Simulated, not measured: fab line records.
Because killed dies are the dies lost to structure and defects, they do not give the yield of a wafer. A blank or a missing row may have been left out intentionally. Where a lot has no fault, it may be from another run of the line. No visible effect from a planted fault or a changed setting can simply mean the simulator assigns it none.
fab line records :: flow sky130
[record]
  lots = 5
  wafers = 15
  last_day = 50
route steps=708 shown PWDE@48 NWELL@56 PAD_OPEN@708
lots that met no fault: taken from a fault-free run of the same line
start_h: start of the lot's first displayed wafer, in hours after the record's first day :: wait_h: time in hours since the lot's previous step :: " identical to the entry in the row above :: L1.1+2: a single row standing in for several wafers :: - either no value or no given start :: * or withheld: withheld :: < > ~ a bound
route shown NAME@n: NAME is a module with steps in the file, n the number in the route of the first one :: usual: mean and standard deviation over wafers with no fault :: same: alike in all rows :: chamber/n: place in a boat :: sites: per-site readings :: _std_site: standard deviation across them :: _edge_site: mean of outer sites minus mean of inner sites :: radius_mm: for every site, how far away it sits from the centre of the wafer :: mask NAME#n: copy n :: behind: tool/chamber where the wafer was last shaped :: hold: why the lot went on hold/how many hours it stayed there/how the hold came to an end :: device: the n, p or np transistor that did not switch :: end of line: tests run on the same wafers once the route is complete :: a step with no rows: only its recipe :: killed: count of dies lost to structure and defects at first sort (not the wafer's yield) :: map: shows each die of a wafer: x if killed, . if not, _ if none is there
set.NAME: setting as actually run; set.NAME@STEP: the setting as run at that earlier step :: model.NAME: the simulator's own value behind a step, which no gauge read
lots at selected steps of the route; one table per step, one row per wafer
services: a tool's chamber out of use, with start hour (start_h, from the record's first day; less than 0 if before it), hours out, and reason
[[steps]]
[step SKY_PWDE_SOFTBAKE_03]
[recipe]
  temp_c = 110
  time_s = withheld
[step SKY_PWDE_EXPOSE_04]
[recipe]
  mask_id = PWDEM
  na = 0.6
  source_shape = conventional
  sigma_outer = 0.6
  polarization = unpolarized
  target_cd_nm = 840
  dose_mj = 214
[step SKY_PWDE_PEB_05]
[recipe]
  temp_c = 115
  time_s = withheld
[step SKY_PWDE_DEVELOP_06]
[recipe]
  wall_angle_deg = 90
  developer = TMAH
  develop_time_s = 60
  dev_temp_c = 23
[step SKY_PWDE_OVL_MEAS_07]
[usual]
  PWDE_OVL = 0.1/1.4
lot.wafer: L766.1
tool: overlay-02
chamber: -
start_h: 69.49
wait_h: -
PWDE_OVL[nm]: -0.4

lot.wafer: L766.3
tool: overlay-02
chamber: -
start_h: 69.49
wait_h: -
PWDE_OVL[nm]: -0.8

lot.wafer: L766.6
tool: overlay-02
chamber: -
start_h: 69.49
wait_h: -
PWDE_OVL[nm]: -0.2

lot.wafer: L767.3
tool: overlay-02
chamber: -
start_h: 73.95
wait_h: -
PWDE_OVL[nm]: -1.5

lot.wafer: L767.5
tool: overlay-02
chamber: -
start_h: 73.95
wait_h: -
PWDE_OVL[nm]: -1.5

lot.wafer: L767.6
tool: overlay-02
chamber: -
start_h: 73.95
wait_h: -
PWDE_OVL[nm]: -2.2

lot.wafer: L773.1
tool: overlay-01
chamber: -
start_h: 109.99
wait_h: -
PWDE_OVL[nm]: 0.7

lot.wafer: L773.3
tool: overlay-01
chamber: -
start_h: 109.99
wait_h: -
PWDE_OVL[nm]: 2.6

lot.wafer: L773.5
tool: overlay-01
chamber: -
start_h: 109.99
wait_h: -
PWDE_OVL[nm]: 0.9

lot.wafer: L775.1
tool: overlay-01
chamber: -
start_h: 123.39
wait_h: -
PWDE_OVL[nm]: 1.6

lot.wafer: L775.2
tool: overlay-01
chamber: -
start_h: 123.39
wait_h: -
PWDE_OVL[nm]: 0.9

lot.wafer: L775.3
tool: overlay-01
chamber: -
start_h: 123.39
wait_h: -
PWDE_OVL[nm]: -0.1

lot.wafer: L787.1
tool: overlay-02
chamber: -
start_h: 187.11
wait_h: -
PWDE_OVL[nm]: -0.2

lot.wafer: L787.4
tool: overlay-02
chamber: -
start_h: 187.11
wait_h: -
PWDE_OVL[nm]: -1.6

lot.wafer: L787.5
tool: overlay-02
chamber: -
start_h: 187.11
wait_h: -
PWDE_OVL[nm]: -1.0
[step SKY_PWDE_IMPLANT_08]
[recipe]
  species = B
  energy_kev = 150
  dose_cm2 = 3.6e+12
  tilt_deg = withheld
[step SKY_PWDE_STRIP_09]
[recipe]
  chemistry = O2/N2
  power_w = 1400
  pressure_mtorr = 1500
  platen_temp_c = withheld
  o2_flow_sccm = 3000
  n2_flow_sccm = 300
  overash_fraction = 0.5
[usual]
  drypump_motor_current_A = 5.5/0.48
  oes_product_au = 0.722/0.0046
  strip_time_to_endpoint_s = 36.94/0.12
lot.wafer: L766.1
tool: plasma_asher-03
chamber: 0
start_h: 69.68
wait_h: 0.1
drypump_motor_current_A: 5.5
oes_product_au: 0.722
rf_hours_counter_h: 26
strip_time_to_endpoint_s: 36.86

lot.wafer: L766.3
tool: plasma_asher-03
chamber: 1
start_h: 69.68
wait_h: 0.1
drypump_motor_current_A: 6.4
oes_product_au: 0.722
rf_hours_counter_h: -
strip_time_to_endpoint_s: 36.96

lot.wafer: L766.6
tool: plasma_asher-03
chamber: 1
start_h: 69.68
wait_h: 0.1
drypump_motor_current_A: 6.3
oes_product_au: 0.726
rf_hours_counter_h: -
strip_time_to_endpoint_s: 36.98

lot.wafer: L767.3
tool: plasma_asher-02
chamber: 1
start_h: 74.16
wait_h: 0.1
drypump_motor_current_A: 5.0
oes_product_au: 0.721
rf_hours_counter_h: -
strip_time_to_endpoint_s: 36.88

lot.wafer: L767.5
tool: plasma_asher-02
chamber: 0
start_h: 74.16
wait_h: 0.1
drypump_motor_current_A: 5.1
oes_product_au: 0.725
rf_hours_counter_h: -
strip_time_to_endpoint_s: 36.86

lot.wafer: L767.6
tool: plasma_asher-02
chamber: 1
start_h: 74.16
wait_h: 0.1
drypump_motor_current_A: 5.0
oes_product_au: 0.732
rf_hours_counter_h: -
strip_time_to_endpoint_s: 36.88

lot.wafer: L773.1
tool: plasma_asher-02
chamber: 0
start_h: 110.18
wait_h: 0.1
drypump_motor_current_A: 5.1
oes_product_au: 0.729
rf_hours_counter_h: 44
strip_time_to_endpoint_s: 37.05

lot.wafer: L773.3
tool: plasma_asher-02
chamber: 0
start_h: 110.18
wait_h: 0.1
drypump_motor_current_A: 5.1
oes_product_au: 0.720
rf_hours_counter_h: -
strip_time_to_endpoint_s: 37.02

lot.wafer: L773.5
tool: plasma_asher-02
chamber: 0
start_h: 110.18
wait_h: 0.1
drypump_motor_current_A: 5.1
oes_product_au: 0.716
rf_hours_counter_h: -
strip_time_to_endpoint_s: 36.84

lot.wafer: L775.1
tool: plasma_asher-02
chamber: 0
start_h: 123.58
wait_h: 0.1
drypump_motor_current_A: 5.1
oes_product_au: 0.727
rf_hours_counter_h: 46
strip_time_to_endpoint_s: 37.12

lot.wafer: L775.2
tool: plasma_asher-02
chamber: 1
start_h: 123.58
wait_h: 0.1
drypump_motor_current_A: 5.0
oes_product_au: 0.720
rf_hours_counter_h: 46
strip_time_to_endpoint_s: 37.01

lot.wafer: L775.3
tool: plasma_asher-02
chamber: 0
start_h: 123.58
wait_h: 0.1
drypump_motor_current_A: 5.1
oes_product_au: 0.719
rf_hours_counter_h: -
strip_time_to_endpoint_s: 36.99

lot.wafer: L787.1
tool: plasma_asher-03
chamber: 0
start_h: 187.30
wait_h: 0.1
drypump_motor_current_A: 5.5
oes_product_au: 0.726
rf_hours_counter_h: 36
strip_time_to_endpoint_s: 36.89

lot.wafer: L787.4
tool: plasma_asher-03
chamber: 1
start_h: 187.30
wait_h: 0.1
drypump_motor_current_A: 6.4
oes_product_au: 0.717
rf_hours_counter_h: -
strip_time_to_endpoint_s: 36.84

lot.wafer: L787.5
tool: plasma_asher-03
chamber: 0
start_h: 187.30
wait_h: 0.1
drypump_motor_current_A: 5.5
oes_product_au: 0.720
rf_hours_counter_h: -
strip_time_to_endpoint_s: 36.81
[step SKY_PWDE_TW_MEAS_10]
[usual]
  PWDE_TW = 371.6/2
lot.wafer: L766.1
tool: film_metro-03
chamber: -
start_h: 69.78
wait_h: 0.1
PWDE_TW: 375.1

lot.wafer: L766.3
tool: film_metro-03
chamber: -
start_h: 69.78
wait_h: 0.1
PWDE_TW: 374.3

lot.wafer: L766.6
tool: film_metro-03
chamber: -
start_h: 69.78
wait_h: 0.1
PWDE_TW: 374.5

lot.wafer: L767.3
tool: film_metro-01
chamber: -
start_h: 74.25
wait_h: 0.1
PWDE_TW: 370.6

lot.wafer: L767.5
tool: film_metro-01
chamber: -
start_h: 74.25
wait_h: 0.1
PWDE_TW: 368.9

lot.wafer: L767.6
tool: film_metro-01
chamber: -
start_h: 74.25
wait_h: 0.1
PWDE_TW: 369.2

lot.wafer: L773.1
tool: film_metro-03
chamber: -
start_h: 110.28
wait_h: 0.1
PWDE_TW: 372.9

lot.wafer: L773.3
tool: film_metro-03
chamber: -
start_h: 110.28
wait_h: 0.1
PWDE_TW: 374.7

lot.wafer: L773.5
tool: film_metro-03
chamber: -
start_h: 110.28
wait_h: 0.1
PWDE_TW: 373.4

lot.wafer: L775.1
tool: film_metro-01
chamber: -
start_h: 123.68
wait_h: 0.1
PWDE_TW: 371.0

lot.wafer: L775.2
tool: film_metro-01
chamber: -
start_h: 123.68
wait_h: 0.1
PWDE_TW: 371.5

lot.wafer: L775.3
tool: film_metro-01
chamber: -
start_h: 123.68
wait_h: 0.1
PWDE_TW: 368.5

lot.wafer: L787.1
tool: film_metro-03
chamber: -
start_h: 187.40
wait_h: 0.1
PWDE_TW: 373.5

lot.wafer: L787.4
tool: film_metro-03
chamber: -
start_h: 187.40
wait_h: 0.1
PWDE_TW: 371.2

lot.wafer: L787.5
tool: film_metro-03
chamber: -
start_h: 187.40
wait_h: 0.1
PWDE_TW: 370.1
[step SKY_NWELL_DEHYDRATE_03]
[recipe]
  temp_c = 200
  time_s = 60
[step SKY_NWELL_HMDS_04]
[recipe]
  prime_time_s = 60
  prime_temp_c = 120
[step SKY_NWELL_COAT_05]
[recipe]
  spin_rpm = 2000
  resist_thk_nm = 3000
[step SKY_NWELL_SOFTBAKE_06]
[recipe]
  temp_c = 110
  time_s = withheld
[step SKY_NWELL_EXPOSE_07]
[recipe]
  mask_id = NWM
  na = 0.6
  source_shape = conventional
  sigma_outer = 0.6
  polarization = unpolarized
  target_cd_nm = 840
  dose_mj = 255
[usual]
  focus_offset_nm = 0.1/0.54
[same]
  sigma_outer = 0.6
lot.wafer: L766.1
tool: iline_stepper-02
chamber: 0
start_h: 78.56
wait_h: -
mask: NWM#0
focus_offset_nm: 0.1

lot.wafer: L766.3
tool: iline_stepper-02
chamber: 0
start_h: 78.56
wait_h: -
mask: NWM#0
focus_offset_nm: 0.4

lot.wafer: L766.6
tool: iline_stepper-02
chamber: 0
start_h: 78.56
wait_h: -
mask: NWM#0
focus_offset_nm: 0.5

lot.wafer: L767.3
tool: iline_stepper-01
chamber: 0
start_h: 82.61
wait_h: -
mask: NWM#0
focus_offset_nm: 0.4

lot.wafer: L767.5
tool: iline_stepper-01
chamber: 0
start_h: 82.61
wait_h: -
mask: NWM#0
focus_offset_nm: 0.3

lot.wafer: L767.6
tool: iline_stepper-01
chamber: 0
start_h: 82.61
wait_h: -
mask: NWM#0
focus_offset_nm: 0.0

lot.wafer: L773.1
tool: iline_stepper-02
chamber: 0
start_h: 119.22
wait_h: -
mask: NWM_R1#0
focus_offset_nm: 0.2

lot.wafer: L773.3
tool: iline_stepper-02
chamber: 0
start_h: 119.22
wait_h: -
mask: NWM_R1#0
focus_offset_nm: 0.0

lot.wafer: L773.5
tool: iline_stepper-02
chamber: 0
start_h: 119.22
wait_h: -
mask: NWM_R1#0
focus_offset_nm: -0.5

lot.wafer: L775.1
tool: iline_stepper-01
chamber: 0
start_h: 132.44
wait_h: -
mask: NWM#0
focus_offset_nm: 0.5

lot.wafer: L775.2
tool: iline_stepper-01
chamber: 0
start_h: 132.44
wait_h: -
mask: NWM#0
focus_offset_nm: -0.3

lot.wafer: L775.3
tool: iline_stepper-01
chamber: 0
start_h: 132.44
wait_h: -
mask: NWM#0
focus_offset_nm: -0.3

lot.wafer: L787.1
tool: iline_stepper-02
chamber: 0
start_h: 198.82
wait_h: -
mask: NWM#0
focus_offset_nm: 0.4

lot.wafer: L787.4
tool: iline_stepper-02
chamber: 0
start_h: 198.82
wait_h: -
mask: NWM#0
focus_offset_nm: 0.6

lot.wafer: L787.5
tool: iline_stepper-02
chamber: 0
start_h: 198.82
wait_h: -
mask: NWM#0
focus_offset_nm: 0.0
[step SKY_NWELL_PEB_08]
[recipe]
  temp_c = 115
  time_s = withheld
[step SKY_PAD_OPEN_PROBE_99]
[usual]
  killed_at_M0_to_M3 = 44/7.8
  killed_at_M4_up = 3.1/1.7
  killed_at_contacts = 25/5.1
  killed_at_front_end = 15/4.4
  killed_at_other = 0.5/0.68
  killed_dies = 88/9.9
  killed_open = 48/6.9
  killed_short = 39/6.5
[same]
  gross_dies = 492
  killed_at_back_side = 0
lot.wafer: L766.1
tool: prober-02
chamber: -
start_h: 1067.95
wait_h: 0.1
killed_at_M0_to_M3: 41
killed_at_M4_up: 1
killed_at_contacts: 19
killed_at_front_end: 10
killed_at_other: 0
killed_dies: 71
killed_open: 39
killed_short: 32
model.etest.pfet_16v.r_on_ohm_um: 1.526e+04
model.etest.nfet_16v.r_on_ohm_um: 1.395e+04
model.etest.res_nwell.line_ohm_um: 1124
model.etest.res_nwell.width_nm: 845.7
model.etest.res_iso_pwell.width_nm: 2628
model.etest.pfet_16v.drive_ua_um: 243.5

lot.wafer: L766.3
tool: prober-02
chamber: -
start_h: 1068.05
wait_h: 0.2
killed_at_M0_to_M3: 27
killed_at_M4_up: 1
killed_at_contacts: 25
killed_at_front_end: 22
killed_at_other: 0
killed_dies: 75
killed_open: 46
killed_short: 29
model.etest.pfet_16v.r_on_ohm_um: 1.509e+04
model.etest.nfet_16v.r_on_ohm_um: 1.397e+04
model.etest.res_nwell.line_ohm_um: 1129
model.etest.res_nwell.width_nm: 841.4
model.etest.res_iso_pwell.width_nm: 2641
model.etest.pfet_16v.drive_ua_um: 248.3

lot.wafer: L766.6
tool: prober-02
chamber: -
start_h: 1068.20
wait_h: 0.2
killed_at_M0_to_M3: 42
killed_at_M4_up: 3
killed_at_contacts: 22
killed_at_front_end: 15
killed_at_other: 0
killed_dies: 82
killed_open: 43
killed_short: 38
model.etest.pfet_16v.r_on_ohm_um: 1.481e+04
model.etest.nfet_16v.r_on_ohm_um: 1.379e+04
model.etest.res_nwell.line_ohm_um: 1087
model.etest.res_nwell.width_nm: 844.6
model.etest.res_iso_pwell.width_nm: 2647
model.etest.pfet_16v.drive_ua_um: 247.8

lot.wafer: L767.3
tool: prober-01
chamber: -
start_h: 1081.21
wait_h: 0.2
killed_at_M0_to_M3: 50
killed_at_M4_up: 8
killed_at_contacts: 26
killed_at_front_end: 12
killed_at_other: 1
killed_dies: 97
killed_open: 59
killed_short: 37
model.etest.pfet_16v.r_on_ohm_um: 1.545e+04
model.etest.nfet_16v.r_on_ohm_um: 1.423e+04
model.etest.res_nwell.line_ohm_um: 1157
model.etest.res_nwell.width_nm: 848.4
model.etest.res_iso_pwell.width_nm: 2628
model.etest.pfet_16v.drive_ua_um: 242.8

lot.wafer: L767.5
tool: prober-01
chamber: -
start_h: 1081.31
wait_h: 0.2
killed_at_M0_to_M3: 34
killed_at_M4_up: 6
killed_at_contacts: 28
killed_at_front_end: 10
killed_at_other: 0
killed_dies: 78
killed_open: 38
killed_short: 38
model.etest.pfet_16v.r_on_ohm_um: 1.557e+04
model.etest.nfet_16v.r_on_ohm_um: 1.421e+04
model.etest.res_nwell.line_ohm_um: 1150
model.etest.res_nwell.width_nm: 848.4
model.etest.res_iso_pwell.width_nm: 2623
model.etest.pfet_16v.drive_ua_um: 241.3

lot.wafer: L767.6
tool: prober-01
chamber: -
start_h: 1081.36
wait_h: 0.2
killed_at_M0_to_M3: 62
killed_at_M4_up: 4
killed_at_contacts: 26
killed_at_front_end: 22
killed_at_other: 0
killed_dies: 114
killed_open: 61
killed_short: 52
model.etest.pfet_16v.r_on_ohm_um: 1.515e+04
model.etest.nfet_16v.r_on_ohm_um: 1.416e+04
model.etest.res_nwell.line_ohm_um: 1124
model.etest.res_nwell.width_nm: 837.5
model.etest.res_iso_pwell.width_nm: 2656
model.etest.pfet_16v.drive_ua_um: 247.8

lot.wafer: L773.1
tool: prober-01
chamber: -
start_h: 1118.96
wait_h: 0.1
killed_at_M0_to_M3: 52
killed_at_M4_up: 3
killed_at_contacts: 22
killed_at_front_end: 5
killed_at_other: 0
killed_dies: 82
killed_open: 43
killed_short: 39
model.etest.pfet_16v.r_on_ohm_um: 1.461e+04
model.etest.nfet_16v.r_on_ohm_um: 1.456e+04
model.etest.res_nwell.line_ohm_um: 1295
model.etest.res_nwell.width_nm: 745.7
model.etest.res_iso_pwell.width_nm: 2708
model.etest.pfet_16v.drive_ua_um: 256

lot.wafer: L773.3
tool: prober-01
chamber: -
start_h: 1119.06
wait_h: 0.2
killed_at_M0_to_M3: 50
killed_at_M4_up: 2
killed_at_contacts: 30
killed_at_front_end: 19
killed_at_other: 0
killed_dies: 101
killed_open: 51
killed_short: 50
model.etest.pfet_16v.r_on_ohm_um: 1.48e+04
model.etest.nfet_16v.r_on_ohm_um: 1.453e+04
model.etest.res_nwell.line_ohm_um: 1321
model.etest.res_nwell.width_nm: 739.1
model.etest.res_iso_pwell.width_nm: 2700
model.etest.pfet_16v.drive_ua_um: 256.2

lot.wafer: L773.5
tool: prober-01
chamber: -
start_h: 1119.16
wait_h: 0.2
killed_at_M0_to_M3: 58
killed_at_M4_up: 6
killed_at_contacts: 13
killed_at_front_end: 14
killed_at_other: 0
killed_dies: 91
killed_open: 51
killed_short: 40
model.etest.pfet_16v.r_on_ohm_um: 1.493e+04
model.etest.nfet_16v.r_on_ohm_um: 1.456e+04
model.etest.res_nwell.line_ohm_um: 1333
model.etest.res_nwell.width_nm: 741.9
model.etest.res_iso_pwell.width_nm: 2695
model.etest.pfet_16v.drive_ua_um: 256.7

lot.wafer: L775.1
tool: prober-01
chamber: -
start_h: 1132.59
wait_h: 0.1
killed_at_M0_to_M3: 46
killed_at_M4_up: 3
killed_at_contacts: 26
killed_at_front_end: 21
killed_at_other: 1
killed_dies: 97
killed_open: 49
killed_short: 47
model.etest.pfet_16v.r_on_ohm_um: 1.521e+04
model.etest.nfet_16v.r_on_ohm_um: 1.404e+04
model.etest.res_nwell.line_ohm_um: 1168
model.etest.res_nwell.width_nm: 830.2
model.etest.res_iso_pwell.width_nm: 2658
model.etest.pfet_16v.drive_ua_um: 244.4

lot.wafer: L775.2
tool: prober-01
chamber: -
start_h: 1132.64
wait_h: 0.1
killed_at_M0_to_M3: 36
killed_at_M4_up: 5
killed_at_contacts: 28
killed_at_front_end: 13
killed_at_other: 0
killed_dies: 82
killed_open: 51
killed_short: 31
model.etest.pfet_16v.r_on_ohm_um: 1.51e+04
model.etest.nfet_16v.r_on_ohm_um: 1.4e+04
model.etest.res_nwell.line_ohm_um: 1149
model.etest.res_nwell.width_nm: 835
model.etest.res_iso_pwell.width_nm: 2646
model.etest.pfet_16v.drive_ua_um: 248.9

lot.wafer: L775.3
tool: prober-01
chamber: -
start_h: 1132.69
wait_h: 0.2
killed_at_M0_to_M3: 49
killed_at_M4_up: 3
killed_at_contacts: 22
killed_at_front_end: 19
killed_at_other: 0
killed_dies: 93
killed_open: 53
killed_short: 40
model.etest.pfet_16v.r_on_ohm_um: 1.526e+04
model.etest.nfet_16v.r_on_ohm_um: 1.41e+04
model.etest.res_nwell.line_ohm_um: 1167
model.etest.res_nwell.width_nm: 839.2
model.etest.res_iso_pwell.width_nm: 2663
model.etest.pfet_16v.drive_ua_um: 246.7

lot.wafer: L787.1
tool: prober-02
chamber: -
start_h: 1189.31
wait_h: 0.1
killed_at_M0_to_M3: 52
killed_at_M4_up: 1
killed_at_contacts: 19
killed_at_front_end: 17
killed_at_other: 0
killed_dies: 89
killed_open: 49
killed_short: 40
model.etest.pfet_16v.r_on_ohm_um: 1.553e+04
model.etest.nfet_16v.r_on_ohm_um: 1.399e+04
model.etest.res_nwell.line_ohm_um: 1161
model.etest.res_nwell.width_nm: 836.8
model.etest.res_iso_pwell.width_nm: 2647
model.etest.pfet_16v.drive_ua_um: 238.2

lot.wafer: L787.4
tool: prober-02
chamber: -
start_h: 1189.46
wait_h: 0.2
killed_at_M0_to_M3: 46
killed_at_M4_up: 2
killed_at_contacts: 28
killed_at_front_end: 17
killed_at_other: 0
killed_dies: 93
killed_open: 46
killed_short: 47
model.etest.pfet_16v.r_on_ohm_um: 1.511e+04
model.etest.nfet_16v.r_on_ohm_um: 1.411e+04
model.etest.res_nwell.line_ohm_um: 1133
model.etest.res_nwell.width_nm: 841.3
model.etest.res_iso_pwell.width_nm: 2639
model.etest.pfet_16v.drive_ua_um: 242.1

lot.wafer: L787.5
tool: prober-02
chamber: -
start_h: 1189.51
wait_h: 0.2
killed_at_M0_to_M3: 44
killed_at_M4_up: 3
killed_at_contacts: 32
killed_at_front_end: 12
killed_at_other: 0
killed_dies: 91
killed_open: 56
killed_short: 35
model.etest.pfet_16v.r_on_ohm_um: 1.563e+04
model.etest.nfet_16v.r_on_ohm_um: 1.416e+04
model.etest.res_nwell.line_ohm_um: 1169
model.etest.res_nwell.width_nm: 842.6
model.etest.res_iso_pwell.width_nm: 2656
model.etest.pfet_16v.drive_ua_um: 236.7
// killed by level:class
L766.1 VIA1:geometric_particle:open=9 VIA2:geometric_particle:open=7 CONTACT:geometric_particle:open=7 METAL1:geometric_particle:short=7 LI_CONTACT:geometric_particle:open=5 CONTACT:geometric_particle:short=4 METAL2:geometric_particle:short=4 FIELD_ISO:geometric_particle:short=3
L766.3 VIA1:geometric_particle:open=11 CONTACT:geometric_particle:short=9 LI_CONTACT:geometric_particle:open=8 VIA3:geometric_particle:open=6 FIELD_ISO:geometric_particle:short=5 FIELD_ISO:geometric_particle:open=5 POLY_GATE:geometric_particle:open=5 CONTACT:geometric_particle:open=5
L766.6 VIA3:geometric_particle:open=16 CONTACT:geometric_particle:open=7 VIA1:geometric_particle:open=6 POLY_GATE:geometric_particle:short=5 METAL2:geometric_particle:short=5 LI_CONTACT:geometric_particle:short=4 LI_CONTACT:geometric_particle:open=4 CONTACT:geometric_particle:short=4
L767.3 CONTACT:geometric_particle:open=13 VIA3:geometric_particle:open=11 VIA1:geometric_particle:open=10 VIA2:geometric_particle:open=7 METAL1:geometric_particle:short=6 METAL4:geometric_particle:short=6 LI_CONTACT:geometric_particle:open=5 POLY_GATE:geometric_particle:short=5
L767.5 LI_CONTACT:geometric_particle:open=11 VIA1:geometric_particle:short=8 CONTACT:geometric_particle:short=7 CONTACT:geometric_particle:open=6 VIA3:geometric_particle:open=6 VIA1:geometric_particle:open=4 METAL1:geometric_particle:short=4 METAL4:geometric_particle:short=4
L767.6 VIA1:geometric_particle:open=19 CONTACT:geometric_particle:open=9 VIA3:geometric_particle:open=8 FIELD_ISO:geometric_particle:short=7 VIA1:geometric_particle:short=7 METAL3:geometric_particle:short=5 LI_CONTACT:geometric_particle:open=5 CONTACT:geometric_particle:short=5
L773.1 VIA1:geometric_particle:short=10 METAL1:geometric_particle:short=10 LI_CONTACT:geometric_particle:open=8 VIA1:geometric_particle:open=8 VIA3:geometric_particle:open=8 VIA2:geometric_particle:open=7 CONTACT:geometric_particle:short=5 CONTACT:geometric_particle:open=4
L773.3 VIA1:geometric_particle:open=11 LI_CONTACT:geometric_particle:open=10 CONTACT:geometric_particle:short=8 METAL2:geometric_particle:short=8 FIELD_ISO:geometric_particle:short=6 CONTACT:geometric_particle:open=6 METAL1:geometric_particle:short=6 VIA3:geometric_particle:open=6
L773.5 VIA1:geometric_particle:open=14 METAL1:geometric_particle:short=8 CONTACT:geometric_particle:open=7 VIA3:geometric_particle:open=7 VIA2:geometric_particle:open=6 VIA1:geometric_particle:short=5 VIA3:geometric_particle:short=5 FIELD_ISO:geometric_particle:short=3
L775.1 FIELD_ISO:geometric_particle:short=8 METAL1:geometric_particle:short=8 CONTACT:geometric_particle:open=7 LI_CONTACT:geometric_particle:open=7 VIA1:geometric_particle:open=7 VIA2:geometric_particle:open=7 CONTACT:geometric_particle:short=6 VIA3:geometric_particle:open=6
L775.2 CONTACT:geometric_particle:open=10 VIA2:geometric_particle:open=9 LI_CONTACT:geometric_particle:open=8 VIA3:geometric_particle:open=7 VIA1:geometric_particle:open=7 CONTACT:geometric_particle:short=6 FIELD_ISO:geometric_particle:open=4 SPACER:geometric_particle:short=4
L775.3 VIA2:geometric_particle:open=15 VIA1:geometric_particle:open=11 FIELD_ISO:geometric_particle:short=8 LI_CONTACT:geometric_particle:open=6 CONTACT:geometric_particle:open=6 VIA2:geometric_particle:short=6 VIA3:geometric_particle:open=5 LI_CONTACT:geometric_particle:short=4
L787.1 VIA1:geometric_particle:open=16 METAL1:geometric_particle:short=7 CONTACT:geometric_particle:open=7 VIA2:geometric_particle:open=7 FIELD_ISO:geometric_particle:open=5 POLY_GATE:geometric_particle:open=5 POLY_GATE:geometric_particle:short=5 METAL2:geometric_particle:short=5
L787.4 CONTACT:geometric_particle:open=9 VIA1:geometric_particle:open=8 VIA2:geometric_particle:open=7 METAL1:geometric_particle:short=6 LI_CONTACT:geometric_particle:open=5 LOCAL_INTERCONNECT:geometric_particle:short=5 CONTACT:geometric_particle:short=5 METAL2:geometric_particle:short=5
L787.5 VIA1:geometric_particle:open=16 LI_CONTACT:geometric_particle:open=14 METAL2:geometric_particle:short=8 CONTACT:geometric_particle:open=8 FIELD_ISO:geometric_particle:open=5 VIA1:geometric_particle:short=4 LI_CONTACT:geometric_particle:short=4 POLY_GATE:geometric_particle:short=3
[[services]]
tool: iline_stepper-01
chamber: -
start_h: 47.58
hours: 1.7
kind: pm

tool: iline_stepper-02
chamber: -
start_h: 97.66
hours: 1.7
kind: pm

tool: plasma_asher-03
chamber: -
start_h: 98.55
hours: 0.9
kind: repair

tool: iline_stepper-02
chamber: 0
start_h: 104.74
hours: -
kind: calibration

tool: iline_stepper-01
chamber: 0
start_h: 138.77
hours: -
kind: calibration

tool: iline_stepper-02
chamber: -
start_h: 156.70
hours: 3.8
kind: repair

tool: plasma_asher-03
chamber: -
start_h: 176.04
hours: 9.6
kind: pm
[[key]]
[first_sign]
  step = SKY_NWELL_EXPOSE_07
  reading = mask
  direction = changed
effect none on later readings
[model_effect]
  step = SKY_PAD_OPEN_PROBE_99
  value = etest.pfet_16v.r_on_ohm_um
  without = 1.531e+04
  struck = 1.478e+04
met_at SKY_NWELL_EXPOSE_07
struck_wafers L773.1,L773.3,L773.5
tester_left_out L773
onset_between 78.56 119.22
[fault]
  kind = wrong_mask
  tool = any
  chamber = -
  onset_h = 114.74
  steps = SKY_NWELL_EXPOSE_07
  aux_copy = NWM_R1#0
  cd_offset_nm = -101
  scope = struck_lots_only
// tester_left_out: of these lots the tester's yield and bins aren't shown, on N5 and GAA mostly nor the transistor test; their killed dies are dies lost to structure and defects alone, not to doping, threshold or leakage, so they don't give the yield
